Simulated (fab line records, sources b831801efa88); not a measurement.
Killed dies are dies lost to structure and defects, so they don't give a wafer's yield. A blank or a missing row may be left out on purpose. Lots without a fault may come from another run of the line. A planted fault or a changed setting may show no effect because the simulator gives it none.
fab line records | flow sky130
record lots=11 wafers=33 last_day=50
route steps=708 shown METAL1@434 PAD_OPEN@708
lots that met no fault: from a run of the same line without faults
start_h: hours from the record's first day to the start of the lot's first wafer shown | wait_h: hours since the lot's step before | " the same as in the row above | L1.1+2: a row that stands for several wafers | - no value, or no start given | * or withheld: withheld | < > ~ a bound
route shown NAME@n: a module of which the file shows steps, and the number in the route of the first | usual: mean/standard deviation of fault-free wafers | same: alike in all rows | chamber/n: place in a boat | sites: the reading at each site | _std_site: their standard deviation | _edge_site: outer sites' mean less inner sites' | radius_mm: how far each site lies from the wafer's centre | mask NAME#n: copy n | behind: the tool/chamber that last shaped the wafer | hold: why the lot was held/for how many hours/how that ended | device: the transistor (n, p or np) that didn't switch | end of line: the same wafers' tests at the end of the route | a step without rows: its recipe alone | killed: dies lost to structure and defects at the first sort, not the wafer's yield | map: a wafer's dies, x killed, . not, _ none there
set.NAME: the setting as run; set.NAME@STEP: as run at that earlier step | model.NAME: the simulator's own value behind a step, which no gauge read
steps of the route over a sample of lots; a table a step, a row a wafer
services: from which hour (start_h, from the record's first day; less than 0 if before it) a tool's chamber was out of use, for how many hours, and why
## steps
# step SKY_METAL1_SPUTTER_00
# recipe material=Ti target_thk_nm=15 power_w=3000 time_s=10 chamber_pressure_pa=0.4
# usual throttle_valve_pct=30.2/1.1
# columns lot.wafer tool chamber start_h wait_h throttle_valve_pct
L143.1 pvd_sputter-02 - 734.38 0.1 29.6
L143.2 " - " " 30.2
L143.5 " - " " 31.2
L144.2 pvd_sputter-02 - 738.90 0.2 30.4
L144.3 " - " " 31.4
L144.6 " - " " 27.8
L146.2 pvd_sputter-02 - 766.69 0.2 27.7
L146.3 " - " " 30.0
L146.5 " - " " 31.6
L153.2 pvd_sputter-04 - 817.31 0.2 32.0
L153.5 " - " " 29.9
L153.6 " - " " 29.8
L154.3 pvd_sputter-01 - 829.60 0.1 30.9
L154.4 " - " " 30.5
L154.5 " - " " 30.9
L157.3 pvd_sputter-01 - 841.61 0.1 30.3
L157.5 " - " " 30.7
L157.6 " - " " 30.4
L160.3 pvd_sputter-04 - 869.60 0.1 29.5
L160.4 " - " " 29.1
L160.6 " - " " 30.1
L162.2 pvd_sputter-01 - 882.85 0.1 30.8
L162.3 " - " " 30.5
L162.4 " - " " 31.1
L164.3 pvd_sputter-04 - 894.20 0.2 30.1
L164.4 " - " " 29.1
L164.5 " - " " 30.1
L165.2 pvd_sputter-02 - 903.03 0.2 30.3
L165.3 " - " " 27.6
L165.4 " - " " 29.8
L166.1 pvd_sputter-02 - 907.91 0.2 30.2
L166.3 " - " " 31.4
L166.4 " - " " 27.9
# step SKY_METAL1_RS_MEAS_05
# recipe thk_meas_gauge=four-point-probe reads=TiN_of_METAL1_SPUTTER_04+Ti_of_METAL1_SPUTTER_03+AlCu_of_METAL1_SPUTTER_02+TiN_of_METAL1_SPUTTER_01+Ti_of_METAL1_SPUTTER_00
# usual METAL1_ALCU_RS=0.1264/0.0016
# columns lot.wafer tool chamber start_h wait_h METAL1_ALCU_RS[ohm/sq]
L143.1 film_metro-03 - 734.52 0.0 0.1246
L143.2 " - " " 0.1247
L143.5 " - " " 0.1259
L144.2 film_metro-02 - 739.06 0.0 0.1243
L144.3 " - " " 0.1246
L144.6 " - " " 0.1253
L146.2 film_metro-02 - 766.85 0.0 0.1275
L146.3 " - " " 0.1259
L146.5 " - " " 0.1278
L153.2 film_metro-02 - 817.47 0.0 0.1267
L153.5 " - " " 0.1273
L153.6 " - " " 0.1291
L154.3 film_metro-02 - 829.78 0.1 0.1294
L154.4 " - " " 0.1282
L154.5 " - " " 0.1278
L157.3 film_metro-03 - 841.79 0.1 0.1280
L157.5 " - " " 0.1275
L157.6 " - " " 0.1277
L160.3 film_metro-02 - 869.78 0.1 0.1272
L160.4 " - " " 0.1279
L160.6 " - " " 0.1270
L162.2 film_metro-03 - 883.01 0.0 0.1264
L162.3 " - " " 0.1271
L162.4 " - " " 0.1276
L164.3 film_metro-02 - 894.38 0.1 0.1278
L164.4 " - " " 0.1278
L164.5 " - " " 0.1274
L165.2 film_metro-03 - 903.19 0.0 0.1251
L165.3 " - " " 0.1255
L165.4 " - " " 0.1261
L166.1 film_metro-03 - 908.05 0.0 0.1226
L166.3 " - " " 0.1248
L166.4 " - " " 0.1245
# step SKY_METAL1_OVL_MEAS_16
# usual METAL1_OVL=-3/5.8
# columns lot.wafer tool chamber start_h wait_h METAL1_OVL[nm]
L143.1 overlay-02 - 762.24 0.1 -11
L143.2 " - " " -6
L143.5 " - " " -13
L144.2 overlay-02 - 766.70 0.1 0
L144.3 " - " " 3
L144.6 " - " " 1
L146.2 overlay-02 - 793.51 0.1 -11
L146.3 " - " " -6
L146.5 " - " " -6
L153.2 overlay-02 - 843.90 0.1 -1
L153.5 " - " " -1
L153.6 " - " " -3
L154.3 overlay-02 - 856.70 0.1 0
L154.4 " - " " -3
L154.5 " - " " 2
L157.3 overlay-02 - 869.21 0.1 -10
L157.5 " - " " -18
L157.6 " - " " -6
L160.3 overlay-02 - 895.75 0.1 -3
L160.4 " - " " -1
L160.6 " - " " 1
L162.2 overlay-02 - 908.79 0.1 1
L162.3 " - " " -3
L162.4 " - " " 2
L164.3 overlay-02 - 918.96 0.1 -8
L164.4 " - " " -12
L164.5 " - " " -12
L165.2 overlay-01 - 926.66 0.1 2
L165.3 " - " " 4
L165.4 " - " " 1
L166.1 overlay-01 - 932.44 0.1 -5
L166.3 " - " " -8
L166.4 " - " " -10
# step SKY_METAL1_METAL_ETCH_19
# recipe target_depth_a=3600 stop_on=SiO2 over_etch_frac=0.3 time_s=78 chemistry=Cl2/BCl3 resist_sidewall_deg=88 pressure_mtorr=10 icp_w=911.2 bias_w=48.5 Cl2_flow_sccm=60 bcl3_flow_sccm=30
# usual bias_w=48.50/0.14 drypump_motor_current_A=5.6/0.42 oes_product_au=0.855/0.0062 throttle_valve_pct=22.264/0.0088
# columns lot.wafer tool chamber start_h wait_h bias_w drypump_motor_current_A oes_product_au rf_hours_counter_h throttle_valve_pct
L143.1 rie_metal-01 0 762.37 0.0 48.77 6.3 0.864 13 22.270
L143.2 " 1 " " 48.55 5.7 0.862 3 22.277
L143.5 " 0 " " 48.44 6.3 0.867 - 22.243
L144.2 rie_metal-02 0 766.95 0.1 48.53 5.0 0.864 - 22.273
L144.3 " 0 " " 48.44 5.1 0.854 - 22.264
L144.6 " 0 " " 48.42 5.1 0.853 - 22.259
L146.2 rie_metal-01 0 793.63 0.0 48.60 6.3 0.851 14 22.254
L146.3 " 1 " " 48.15 5.7 0.859 - 22.270
L146.5 " 0 " " 48.54 6.3 0.855 - 22.263
L153.2 rie_metal-02 0 844.03 0.0 48.35 5.1 0.858 1 22.242
L153.5 " 1 " " 62.47 5.8 0.850 - 22.279
L153.6 " 0 " " 48.46 5.1 0.847 - 22.245
L154.3 rie_metal-02 1 856.85 0.1 61.99 5.8 0.842 - 22.259
L154.4 " 0 " " 48.69 5.1 0.853 - 22.261
L154.5 " 0 " " 48.30 5.1 0.858 - 22.252
L157.3 rie_metal-03 0 869.48 0.1 48.51 5.6 0.846 - 22.261
L157.5 " 0 " " 48.45 5.6 0.855 - 22.256
L157.6 " 0 " " 48.53 5.6 0.852 - 22.267
L160.3 rie_metal-03 1 895.90 0.1 48.58 4.9 0.851 - 22.259
L160.4 " 0 " " 48.54 5.6 0.857 - 22.262
L160.6 " 0 " " 48.17 5.6 0.850 - 22.254
L162.2 rie_metal-02 0 908.92 0.0 48.43 5.1 0.853 3 22.277
L162.3 " 1 " " 48.76 5.8 0.851 - 22.261
L162.4 " 0 " " 48.37 5.1 0.848 - 22.251
L164.3 rie_metal-03 0 919.23 0.1 48.53 5.6 0.852 - 22.257
L164.4 " 0 " " 48.65 5.6 0.852 - 22.263
L164.5 " 0 " " 48.67 5.5 0.853 - 22.267
L165.2 rie_metal-01 1 926.78 0.0 48.59 5.7 0.867 11 22.254
L165.3 " 1 " " 48.38 5.7 0.865 - 22.268
L165.4 " 0 " " 48.41 6.2 0.853 - 22.264
L166.1 rie_metal-02 0 932.57 0.0 48.50 5.1 0.850 5 22.262
L166.3 " 0 " " 48.51 5.1 0.854 - 22.238
L166.4 " 1 " " 48.57 5.8 0.858 - 22.270
# step SKY_METAL1_STRIP_20
# recipe chemistry=O2/N2 power_w=1400 pressure_mtorr=1500 platen_temp_c=withheld o2_flow_sccm=3000 n2_flow_sccm=300 overash_fraction=0.5
# usual drypump_motor_current_A=5.7/0.43 oes_product_au=0.342/0.0049 strip_time_to_endpoint_s=2.67/0.051
# columns lot.wafer tool chamber start_h wait_h drypump_motor_current_A oes_product_au rf_hours_counter_h strip_time_to_endpoint_s
L143.1 plasma_asher-04 0 762.46 0.1 5.4 0.348 35 2.71
L143.2 " 1 " " 5.8 0.330 35 2.56
L143.5 " 1 " " 5.8 0.340 - 2.69
L144.2 plasma_asher-02 1 767.10 0.1 5.7 0.340 93 2.67
L144.3 " 0 " " 6.4 0.340 - 2.68
L144.6 " 1 " " 5.7 0.336 - 2.68
L146.2 plasma_asher-02 0 793.72 0.1 6.4 0.342 95 2.74
L146.3 " 0 " " 6.5 0.342 - 2.58
L146.5 " 0 " " 6.4 0.349 - 2.71
L153.2 plasma_asher-01 1 844.12 0.1 5.6 0.340 70 2.65
L153.5 " 0 " " 5.1 0.329 - 2.35
L153.6 " 1 " " 5.6 0.332 - 2.66
L154.3 plasma_asher-02 0 856.94 0.1 6.4 0.337 - 2.39
L154.4 " 1 " " 5.8 0.339 - 2.69
L154.5 " 1 " " 5.8 0.348 - 2.69
L157.3 plasma_asher-04 0 869.64 0.1 5.4 0.341 - 2.65
L157.5 " 1 " " 5.8 0.335 - 2.58
L157.6 " 0 " " 5.4 0.337 - 2.68
L160.3 plasma_asher-02 1 895.99 0.1 5.8 0.341 - 2.68
L160.4 " 0 " " 6.4 0.342 - 2.64
L160.6 " 0 " " 6.4 0.340 - 2.67
L162.2 plasma_asher-04 1 909.01 0.1 5.7 0.341 50 2.71
L162.3 " 0 " " 5.5 0.345 - 2.68
L162.4 " 1 " " 5.8 0.337 - 2.66
L164.3 plasma_asher-01 1 919.39 0.1 5.6 0.337 - 2.62
L164.4 " 0 " " 5.1 0.347 - 2.65
L164.5 " 1 " " 5.7 0.333 - 2.60
L165.2 plasma_asher-01 0 926.87 0.1 5.0 0.346 79 2.62
L165.3 " 1 " " 5.7 0.346 - 2.63
L165.4 " 0 " " 5.0 0.352 - 2.67
L166.1 plasma_asher-02 0 932.66 0.1 6.4 0.343 108 2.69
L166.3 " 0 " " 6.4 0.341 - 2.69
L166.4 " 1 " " 5.8 0.339 - 2.71
# step SKY_PAD_OPEN_PROBE_99
# usual defect_limited_yield=82.4/1.8 killed_at_M0_to_M3=44/7 killed_at_M4_up=3.0/1.8 killed_at_contacts=24/4.9 killed_at_front_end=15/5 killed_at_other=0.2/0.53 killed_dies=87/8.7 killed_open=48/6.8 killed_short=39/5.7 sort_bin_3_pad_short=0.9/0.42 sort_bin_5_function=10.4/1.5 sort_bin_6_memory=6.3/1.1 sort_n_pass=405/8.7 sort_yield_pct=82.4/1.8
# same gross_dies=492 killed_at_back_side=0 sort_bin_4_leakage[%]=0 sort_bin_8_speed[%]=0
# columns lot.wafer tool chamber start_h wait_h defect_limited_yield[%] killed_at_M0_to_M3 killed_at_M4_up killed_at_contacts killed_at_front_end killed_at_other killed_dies killed_open killed_short sort_bin_3_pad_short[%] sort_bin_5_function[%] sort_bin_6_memory[%] sort_n_pass sort_yield_pct[%]
L143.1 prober-01 - 1073.20 0.1 82.1 42 2 31 12 1 88 51 37 1.6 9.6 6.7 404 82.1
L143.2 prober-01 - 1073.25 0.1 83.9 34 5 23 17 0 79 47 32 0.6 10.0 5.5 413 83.9
L143.5 prober-01 - 1073.40 0.2 83.9 42 1 24 12 0 79 41 38 1.0 9.8 5.3 413 83.9
L144.2 prober-02 - 1075.60 0.1 79.7 42 7 29 22 0 100 51 49 1.4 11.0 7.9 392 79.7
L144.3 prober-02 - 1075.65 0.2 79.1 46 5 28 24 0 103 53 50 1.0 11.6 8.3 389 79.1
L144.6 prober-02 - 1075.80 0.2 84.1 36 2 26 14 0 78 39 39 1.6 8.3 5.9 414 84.1
L146.2 prober-02 - 1096.30 0.1 82.1 44 2 25 17 0 88 54 34 0.4 11.2 6.3 404 82.1
L146.3 prober-02 - 1096.35 0.2 82.5 42 3 24 17 0 86 52 34 1.0 9.8 6.7 406 82.5
L146.5 prober-02 - 1096.45 0.2 79.1 46 2 32 23 0 103 58 45 2.0 11.0 7.9 389 79.1
L153.2 prober-01 - 1136.45 0.1 79.7 39 8 36 17 0 100 54 46 1.2 12.2 6.9 392 79.7
L153.5 prober-01 - 1136.60 0.2 81.7 37 5 20 28 0 90 47 43 0.8 11.0 6.5 402 81.7
L153.6 prober-01 - 1136.65 0.2 83.9 38 1 25 15 0 79 46 33 1.2 8.7 6.1 413 83.9
L154.3 prober-01 - 1148.04 0.2 83.7 38 2 26 14 0 80 45 35 1.4 9.8 5.1 412 83.7
L154.4 prober-01 - 1148.09 0.2 82.7 46 4 24 11 0 85 46 39 1.4 10.2 5.7 407 82.7
L154.5 prober-01 - 1148.14 0.2 86.0 29 3 20 16 1 69 32 37 1.2 7.7 5.1 423 86.0
L157.3 prober-01 - 1154.99 0.2 81.7 51 4 27 8 0 90 48 42 0.8 9.6 7.9 402 81.7
L157.5 prober-01 - 1155.09 0.2 82.7 53 1 19 12 0 85 42 43 0.8 8.5 7.9 407 82.7
L157.6 prober-01 - 1155.14 0.2 81.5 43 5 23 20 0 91 49 42 0.8 11.6 6.1 401 81.5
L160.3 prober-02 - 1171.44 0.2 79.3 54 3 29 16 0 102 58 44 1.4 12.2 7.1 390 79.3
L160.4 prober-02 - 1171.49 0.2 81.3 47 4 24 17 0 92 45 47 1.8 10.2 6.7 400 81.3
L160.6 prober-02 - 1171.59 0.2 82.3 53 3 18 13 0 87 38 49 1.0 8.9 7.7 405 82.3
L162.2 prober-02 - 1180.71 0.1 82.3 50 5 20 12 0 87 41 46 1.0 9.6 7.1 405 82.3
L162.3 prober-02 - 1180.76 0.2 80.1 46 2 27 23 0 98 49 49 1.2 12.6 6.1 394 80.1
L162.4 prober-02 - 1180.81 0.2 82.9 52 2 19 9 2 84 42 42 1.2 10.2 5.7 408 82.9
L164.3 prober-02 - 1187.07 0.2 81.3 49 5 22 16 0 92 50 42 1.4 9.3 7.9 400 81.3
L164.4 prober-02 - 1187.12 0.2 80.7 54 3 26 12 0 95 53 42 1.2 10.2 7.9 397 80.7
L164.5 prober-02 - 1187.17 0.2 78.9 61 3 28 12 0 104 63 41 0.8 13.2 7.1 388 78.9
L165.2 prober-01 - 1194.83 0.1 82.3 51 2 24 10 0 87 42 45 0.6 12.0 5.1 405 82.3
L165.3 prober-01 - 1194.88 0.2 82.9 49 4 21 10 0 84 40 44 0.2 10.2 6.7 408 82.9
L165.4 prober-01 - 1194.93 0.2 79.9 55 10 23 11 0 99 53 46 1.4 9.6 9.1 393 79.9
L166.1 prober-02 - 1199.49 0.1 81.5 40 2 29 20 0 91 49 42 1.4 11.0 6.1 401 81.5
L166.3 prober-02 - 1199.59 0.2 82.3 42 2 29 12 2 87 46 41 0.4 12.8 4.5 405 82.3
L166.4 prober-02 - 1199.64 0.2 77.8 48 3 37 21 0 109 56 53 1.2 13.2 7.7 383 77.8
# killed by level:class
L143.1 LI_CONTACT:geometric_particle:open=10 CONTACT:geometric_particle:open=8 VIA1:geometric_particle:open=8 VIA3:geometric_particle:open=8 FIELD_ISO:geometric_particle:open=7 CONTACT:geometric_particle:short=7 VIA2:geometric_particle:open=6 VIA1:geometric_particle:short=4
L143.2 FIELD_ISO:geometric_particle:short=8 LI_CONTACT:geometric_particle:open=8 VIA1:geometric_particle:open=8 VIA3:geometric_particle:open=8 CONTACT:geometric_particle:open=7 METAL2:geometric_particle:short=6 VIA2:geometric_particle:short=3 LOCAL_INTERCONNECT:geometric_particle:open=3
L143.5 CONTACT:geometric_particle:open=7 VIA1:geometric_particle:open=7 VIA3:geometric_particle:open=6 METAL1:geometric_particle:short=6 LI_CONTACT:geometric_particle:short=5 LI_CONTACT:geometric_particle:open=4 LOCAL_INTERCONNECT:geometric_particle:short=4 METAL2:geometric_particle:open=4
L144.2 VIA1:geometric_particle:open=12 CONTACT:geometric_particle:open=9 POLY_GATE:geometric_particle:short=7 LI_CONTACT:geometric_particle:open=6 VIA2:geometric_particle:open=6 LOCAL_INTERCONNECT:geometric_particle:short=5 CONTACT:geometric_particle:short=5 VIA1:geometric_particle:short=5
L144.3 CONTACT:geometric_particle:open=13 VIA1:geometric_particle:open=10 VIA2:geometric_particle:open=7 FIELD_ISO:geometric_particle:open=6 POLY_GATE:geometric_particle:short=6 CONTACT:geometric_particle:short=6 METAL1:geometric_particle:short=6 VIA1:geometric_particle:short=6
L144.6 LI_CONTACT:geometric_particle:open=8 CONTACT:geometric_particle:open=8 VIA1:geometric_particle:open=7 FIELD_ISO:geometric_particle:short=6 VIA1:geometric_particle:short=5 VIA2:geometric_particle:open=5 VIA2:geometric_particle:short=5 LI_CONTACT:geometric_particle:short=4
L146.2 VIA1:geometric_particle:open=12 CONTACT:geometric_particle:open=8 VIA3:geometric_particle:open=7 VIA2:geometric_particle:open=7 LI_CONTACT:geometric_particle:open=6 CONTACT:geometric_particle:short=6 POLY_GATE:geometric_particle:open=5 VIA1:geometric_particle:short=4
L146.3 CONTACT:geometric_particle:open=12 VIA1:geometric_particle:open=10 VIA1:geometric_particle:short=7 LI_CONTACT:geometric_particle:open=6 POLY_GATE:geometric_particle:short=5 METAL1:geometric_particle:short=5 VIA2:geometric_particle:open=5 POLY_GATE:geometric_particle:open=4
L146.5 CONTACT:geometric_particle:open=16 VIA1:geometric_particle:open=11 FIELD_ISO:geometric_particle:short=8 VIA2:geometric_particle:open=6 FIELD_ISO:geometric_particle:open=5 VIA3:geometric_particle:open=5 LI_CONTACT:geometric_particle:open=5 CONTACT:geometric_particle:short=5
L153.2 LI_CONTACT:geometric_particle:open=12 CONTACT:geometric_particle:open=11 VIA1:geometric_particle:open=9 FIELD_ISO:geometric_particle:open=7 CONTACT:geometric_particle:short=6 FIELD_ISO:geometric_particle:short=5 METAL2:geometric_particle:short=5 METAL1:geometric_particle:short=5
L153.5 VIA1:geometric_particle:open=11 CONTACT:geometric_particle:open=10 FIELD_ISO:geometric_particle:short=7 FIELD_ISO:geometric_particle:open=6 METAL1:geometric_particle:short=6 VIA2:geometric_particle:open=6 POLY_GATE:geometric_particle:short=4 POLY_GATE:geometric_particle:open=3
L153.6 LI_CONTACT:geometric_particle:open=8 VIA3:geometric_particle:open=7 CONTACT:geometric_particle:short=7 CONTACT:geometric_particle:open=7 VIA1:geometric_particle:open=7 FIELD_ISO:geometric_particle:short=5 VIA2:geometric_particle:open=5 FIELD_ISO:geometric_particle:open=4
L154.3 LI_CONTACT:geometric_particle:open=9 VIA1:geometric_particle:open=9 CONTACT:geometric_particle:open=8 METAL2:geometric_particle:short=7 CONTACT:geometric_particle:short=6 METAL1:geometric_particle:short=6 VIA3:geometric_particle:open=5 FIELD_ISO:geometric_particle:open=4
L154.4 VIA3:geometric_particle:open=9 METAL2:geometric_particle:short=8 CONTACT:geometric_particle:open=8 LI_CONTACT:geometric_particle:open=7 VIA2:geometric_particle:open=6 VIA1:geometric_particle:open=5 METAL1:geometric_particle:short=4 VIA1:geometric_particle:short=4
L154.5 CONTACT:geometric_particle:short=7 VIA3:geometric_particle:open=6 VIA1:geometric_particle:open=5 LOCAL_INTERCONNECT:geometric_particle:short=5 METAL1:geometric_particle:short=5 METAL2:geometric_particle:short=5 FIELD_ISO:geometric_particle:open=4 FIELD_ISO:geometric_particle:short=4
L157.3 CONTACT:geometric_particle:open=12 VIA1:geometric_particle:open=9 METAL2:geometric_particle:short=9 METAL1:geometric_particle:short=8 LI_CONTACT:geometric_particle:open=7 VIA2:geometric_particle:open=5 CONTACT:geometric_particle:short=4 VIA2:geometric_particle:short=4
L157.5 VIA1:geometric_particle:open=12 VIA1:geometric_particle:short=8 CONTACT:geometric_particle:open=6 METAL2:geometric_particle:short=6 VIA3:geometric_particle:open=6 LOCAL_INTERCONNECT:geometric_particle:short=5 VIA2:geometric_particle:open=5 FIELD_ISO:geometric_particle:open=4
L157.6 VIA1:geometric_particle:open=12 POLY_GATE:geometric_particle:short=9 CONTACT:geometric_particle:open=8 VIA3:geometric_particle:open=8 VIA1:geometric_particle:short=6 LI_CONTACT:geometric_particle:open=6 VIA2:geometric_particle:open=6 FIELD_ISO:geometric_particle:short=5
L160.3 CONTACT:geometric_particle:open=15 VIA3:geometric_particle:open=11 VIA1:geometric_particle:open=10 VIA1:geometric_particle:short=7 FIELD_ISO:geometric_particle:short=6 CONTACT:geometric_particle:short=5 METAL2:geometric_particle:short=5 VIA2:geometric_particle:open=5
L160.4 VIA1:geometric_particle:open=10 CONTACT:geometric_particle:short=9 POLY_GATE:geometric_particle:short=7 LI_CONTACT:geometric_particle:open=6 CONTACT:geometric_particle:open=6 METAL1:geometric_particle:short=6 METAL2:geometric_particle:short=6 VIA2:geometric_particle:open=6
L160.6 VIA1:geometric_particle:short=11 VIA1:geometric_particle:open=10 VIA3:geometric_particle:open=9 METAL2:geometric_particle:short=8 LI_CONTACT:geometric_particle:open=5 CONTACT:geometric_particle:short=5 FIELD_ISO:geometric_particle:short=4 FIELD_ISO:geometric_particle:open=3
L162.2 VIA1:geometric_particle:open=13 VIA3:geometric_particle:open=7 LOCAL_INTERCONNECT:geometric_particle:short=6 VIA1:geometric_particle:short=5 METAL2:geometric_particle:short=5 VIA2:geometric_particle:open=5 VIA2:geometric_particle:short=5 METAL4:geometric_particle:short=5
L162.3 VIA1:geometric_particle:open=10 VIA3:geometric_particle:open=8 FIELD_ISO:geometric_particle:open=7 CONTACT:geometric_particle:open=7 METAL1:geometric_particle:short=7 LI_CONTACT:geometric_particle:open=6 FIELD_ISO:geometric_particle:short=5 POLY_GATE:geometric_particle:short=5
L162.4 VIA2:geometric_particle:open=9 VIA1:geometric_particle:open=8 VIA1:geometric_particle:short=7 CONTACT:geometric_particle:open=6 VIA3:geometric_particle:short=6 CONTACT:geometric_particle:short=5 METAL1:geometric_particle:short=5 FIELD_ISO:geometric_particle:open=4
L164.3 VIA1:geometric_particle:open=14 VIA2:geometric_particle:open=9 CONTACT:geometric_particle:open=7 VIA1:geometric_particle:short=7 POLY_GATE:geometric_particle:open=5 LOCAL_INTERCONNECT:geometric_particle:short=5 METAL1:geometric_particle:short=5 LI_CONTACT:geometric_particle:short=4
L164.4 VIA1:geometric_particle:open=19 VIA1:geometric_particle:short=11 CONTACT:geometric_particle:open=8 CONTACT:geometric_particle:short=7 VIA3:geometric_particle:open=7 POLY_GATE:geometric_particle:open=6 LI_CONTACT:geometric_particle:open=6 LOCAL_INTERCONNECT:geometric_particle:short=5
L164.5 VIA1:geometric_particle:open=16 CONTACT:geometric_particle:open=12 METAL2:geometric_particle:short=8 VIA1:geometric_particle:short=7 LI_CONTACT:geometric_particle:open=6 VIA2:geometric_particle:open=6 METAL3:geometric_particle:short=6 VIA3:geometric_particle:open=5
L165.2 VIA1:geometric_particle:open=12 CONTACT:geometric_particle:open=11 METAL2:geometric_particle:short=8 METAL1:geometric_particle:short=6 LOCAL_INTERCONNECT:geometric_particle:short=6 METAL3:geometric_particle:short=6 VIA3:geometric_particle:open=6 VIA2:geometric_particle:open=5
L165.3 VIA1:geometric_particle:open=14 CONTACT:geometric_particle:open=6 VIA2:geometric_particle:short=6 CONTACT:geometric_particle:short=5 VIA2:geometric_particle:open=5 METAL3:geometric_particle:short=5 VIA3:geometric_particle:open=5 VIA1:geometric_particle:short=4
L165.4 VIA1:geometric_particle:open=16 VIA1:geometric_particle:short=9 CONTACT:geometric_particle:open=8 LI_CONTACT:geometric_particle:open=6 METAL2:geometric_particle:short=6 POLY_GATE:geometric_particle:short=5 VIA2:geometric_particle:open=5 METAL4:geometric_particle:short=5
L166.1 CONTACT:geometric_particle:open=11 LI_CONTACT:geometric_particle:open=8 VIA3:geometric_particle:open=7 FIELD_ISO:geometric_particle:open=6 POLY_GATE:geometric_particle:short=6 METAL1:geometric_particle:short=6 VIA1:geometric_particle:open=6 METAL2:geometric_particle:short=6
L166.3 CONTACT:geometric_particle:open=11 VIA2:geometric_particle:open=11 LI_CONTACT:geometric_particle:open=6 VIA2:geometric_particle:short=6 VIA1:geometric_particle:open=6 CONTACT:geometric_particle:short=5 METAL1:geometric_particle:short=5 VIA3:geometric_particle:open=4
L166.4 CONTACT:geometric_particle:open=13 VIA1:geometric_particle:short=13 CONTACT:geometric_particle:short=11 FIELD_ISO:geometric_particle:short=8 FIELD_ISO:geometric_particle:open=8 LI_CONTACT:geometric_particle:open=8 VIA1:geometric_particle:open=6 VIA2:geometric_particle:open=6
## services
# columns tool chamber start_h hours kind
rie_metal-03 - 721.23 0.3 repair
pvd_sputter-01 - 730.79 2.8 repair
rie_metal-03 0 741.71 2.3 repair
rie_metal-02 1 759.99 - clean
pvd_sputter-01 - 772.47 1.0 repair
rie_metal-02 - 772.79 0.2 repair
rie_metal-01 - 773.01 2.9 repair
plasma_asher-01 - 786.97 1.5 repair
rie_metal-03 1 794.17 10.0 repair
plasma_asher-02 - 797.28 6.6 repair
pvd_sputter-01 - 800.06 5.8 repair
plasma_asher-02 - 806.55 0.7 repair
plasma_asher-02 - 814.75 4.6 repair
pvd_sputter-04 - 822.10 1.0 repair
plasma_asher-02 - 836.99 0.7 repair
rie_metal-03 1 861.57 24.6 repair
pvd_sputter-02 - 879.73 4.7 repair
pvd_sputter-02 - 883.68 1.9 repair
pvd_sputter-02 - 886.52 8.0 repair
pvd_sputter-01 - 900.27 2.9 repair
rie_metal-03 0 911.01 4.2 repair
rie_metal-02 - 912.61 4.3 pm
rie_metal-03 1 916.82 2.4 repair
pvd_sputter-02 - 929.84 1.9 repair
## key
first_sign step=SKY_METAL1_METAL_ETCH_19 reading=bias_w direction=up sigmas=99+ usual=48.50 struck=62.23
effect step=SKY_METAL1_STRIP_20 reading=strip_time_to_endpoint_s direction=down sigmas=5.9 usual=* struck=*
met_at SKY_METAL1_METAL_ETCH_19
struck_lots L153,L154
struck_wafers L153.5,L154.3
not_acting_at SKY_METAL1_SPUTTER_00,SKY_METAL1_RS_MEAS_05,SKY_METAL1_OVL_MEAS_16
fault kind=process_parameter_drift tool=rie_metal-02 chamber=1 onset_h=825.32 steps=SKY_METAL1_METAL_ETCH_19 channel=bias_w offset=13.644 shape=step end_h=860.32 acts_in=these_recipes_only stated=48.5
